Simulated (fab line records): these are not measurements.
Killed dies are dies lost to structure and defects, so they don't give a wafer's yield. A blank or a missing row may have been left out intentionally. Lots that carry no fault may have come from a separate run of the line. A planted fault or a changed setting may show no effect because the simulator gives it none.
Chamber matching -- flow gf180mcu -- 4 sister chambers for GF_V3_CMP_04 on cmp-01
The step polishes SiO2. 8 wafers are shown with their chamber, then 7 later ones without.

== WAFERS WITH THEIR CHAMBER ==
wafer,chamber,motor_current_A (A),time_to_endpoint_s (s)
L648.2,0,14.1,78
L656.1,2,12.0,69
L656.6,0,14.3,83
L660.1,1,12.2,76
L660.2,3,10.8,78
L660.6,2,12.4,84
L661.1,1,11.5,80
L661.2,3,11.0,72

== WAFERS WHOSE CHAMBER IS MISSING ==
wafer,motor_current_A (A),time_to_endpoint_s (s)
L661.6,12.8,82
L663.2,13.3,84
L663.3,11.1,86
L663.6,10.8,77
L666.1,12.2,77
L666.2,13.8,83
L666.5,10.8,81

== THE CHAMBER EACH PASSED THROUGH ==
wafer,from the rows above,in truth
L661.6,can't be placed: 2 or 1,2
L663.2,can't be placed: 0 or 2 or 1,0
L663.3,can't be placed: 3 or 1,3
L663.6,3,3
L666.1,can't be placed: 2 or 1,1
L666.2,0,0
L666.5,3,3
Correct placement for 3 of the 7. Not placeable from these rows: 4 (in 4, the candidates include the true chamber). Number placed wrongly: 0.
How it was worked out, from the rows above alone: a wafer's distance from a chamber is the root of the sum, over the readings, of the square of ((its reading less the chamber's mean) divided by the reading's scatter). If the next closest chamber is less than 2 further off than the closest, the wafer can't be placed; otherwise it belongs to the closest. The mean given for a chamber averages the wafers shown for that chamber. How the scatter is found: for the shown wafers, subtract from each reading the mean of its chamber, square and add these, divide the total by (wafers less chambers), then take the root.
